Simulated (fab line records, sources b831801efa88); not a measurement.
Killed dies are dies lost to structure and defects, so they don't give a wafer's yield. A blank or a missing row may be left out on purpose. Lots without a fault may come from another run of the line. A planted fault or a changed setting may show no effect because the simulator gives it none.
Split-lot experiment | flow sky130 | 5 lots, 23 wafers read, on a route of 708 steps

THE SPLIT
At SKY_RES_PROTECT_COAT_02 (resist thk 1140 nm), the setting resist_thk_nm was moved away from the recipe's 1140 nm on 7 of the 23 wafers read, by -6.0% to +6.0%. The other wafers ran this setting at the recipe's value.

The reading is taken at the split's own step.

THE READING
NOVOLAK_of_RES_PROTECT_COAT_02.thk_nm (the simulator's own value, which no gauge read), in nm, at SKY_RES_PROTECT_COAT_02 (resist thk 1140 nm). The file gives no usual value for it. The 16 wafers here that ran the recipe average 1140 nm, standard deviation 3 nm.

wafer  | tool, chamber at the split | resist_thk_nm as run, nm | against the recipe | NOVOLAK_of_RES_PROTECT_COAT_02.thk_nm, nm | against lot-mates on the recipe
L074.1 | litho_track-01, 0          | 1140                     | recipe             | 1146                                      | -
L074.2 | litho_track-01, 0          | 1140                     | recipe             | 1142                                      | -
L074.3 | litho_track-01, 0          | 1140                     | recipe             | 1141                                      | -
L074.6 | litho_track-01, 0          | 1140                     | recipe             | 1141                                      | -
L074.5 | litho_track-01, 0          | 1140                     | recipe             | 1145                                      | -
L076.1 | litho_track-03, 0          | 1140                     | recipe             | 1134                                      | -
L076.2 | litho_track-03, 0          | 1140                     | recipe             | 1139                                      | -
L076.5 | litho_track-03, 0          | 1140                     | recipe             | 1138                                      | -
L080.2 | litho_track-02, 0          | 1208                     | +6.0%              | 1208                                      | +68
L080.3 | litho_track-02, 0          | 1208                     | +6.0%              | 1205                                      | +65
L080.4 | litho_track-02, 0          | 1140                     | recipe             | 1139                                      | -
L080.5 | litho_track-02, 0          | 1140                     | recipe             | 1139                                      | -
L080.6 | litho_track-02, 0          | 1140                     | recipe             | 1142                                      | -
L079.1 | litho_track-02, 0          | 1072                     | -6.0%              | 1070                                      | -69
L079.2 | litho_track-02, 0          | 1140                     | recipe             | 1141                                      | -
L079.3 | litho_track-02, 0          | 1140                     | recipe             | 1136                                      | -
L079.4 | litho_track-02, 0          | 1140                     | recipe             | 1140                                      | -
L079.5 | litho_track-02, 0          | 1072                     | -6.0%              | 1072                                      | -67
L083.1 | litho_track-03, 0          | 1140                     | recipe             | 1137                                      | -
L083.2 | litho_track-03, 0          | 1140                     | recipe             | 1137                                      | -
L083.3 | litho_track-03, 0          | 1104                     | -3.2%              | 1098                                      | -39
L083.5 | litho_track-03, 0          | 1104                     | -3.2%              | 1100                                      | -37
L083.6 | litho_track-03, 0          | 1104                     | -3.2%              | 1103                                      | -34

THE FIT
A straight line over all 23 wafers: NOVOLAK_of_RES_PROTECT_COAT_02.thk_nm changes by +11.5 nm for each +1% of resist_thk_nm; r = +1.00; the points scatter about the line by 3.1 nm.
The same after taking each lot's own level away (the mean of its wafers on the recipe; 23 wafers): +11.3 nm for each +1%; r = +1.00; scatter 1.9 nm.
On that fit, the largest move of resist_thk_nm shifts the reading by 68 nm.
The lots' own levels span 1137.0 to 1143.0 nm, that is 2.0 times the standard deviation above.
So the lot-to-lot level changes the slope little: the two slopes agree.
Check: with one of the wafers moved furthest among these (+6.0%) left out of the fit, the line predicts +67 nm for it against its lot-mates. It came out at +68 nm against them.

OTHER SPLITS ON THESE WAFERS
These wafers also went through other splits before the reading. Each is held against what the fit with the lots' levels taken away leaves over:
other split on the same wafers               | wafers away from the commonest value | r with NOVOLAK_of_RES_PROTECT_COAT_02.thk_nm (lot level and that fit taken away)
SKY_FIELD_ISO_ETCH_15 time_s                 | 9                                    | +0.07
SKY_NWELL_SOFTBAKE_06 temp_c                 | 5                                    | +0.14
SKY_NWELL_IMPLANT_13 energy_kev              | 10                                   | +0.19
SKY_VT_ADJUST_HVTP_DEVELOP_06 develop_time_s | 8                                    | -0.07
SKY_VT_ADJUST_LVTN_IMPLANT_08 energy_kev     | 7                                    | +0.15
SKY_VT_ADJUST_LVTN_STRIP_09 o2_flow_sccm     | 11                                   | +0.29
SKY_VT_ADJUST_HVTR_DEVELOP_06 develop_time_s | 8                                    | +0.07
SKY_VT_ADJUST_PCH_COAT_02 spin_rpm           | 8                                    | -0.12
SKY_VT_ADJUST_PCH_IMPLANT_08 dose_cm2        | 6                                    | -0.23
SKY_SONOS_ONO_DEVELOP_12 dev_temp_c          | 8                                    | -0.04
SKY_SONOS_ONO_ETCH_15 source_w               | 12                                   | +0.33

THE FILE'S OWN FIT
NOVOLAK_of_RES_PROTECT_COAT_02.thk_nm changes by +11.3 nm for each +1% of resist_thk_nm, r = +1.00.
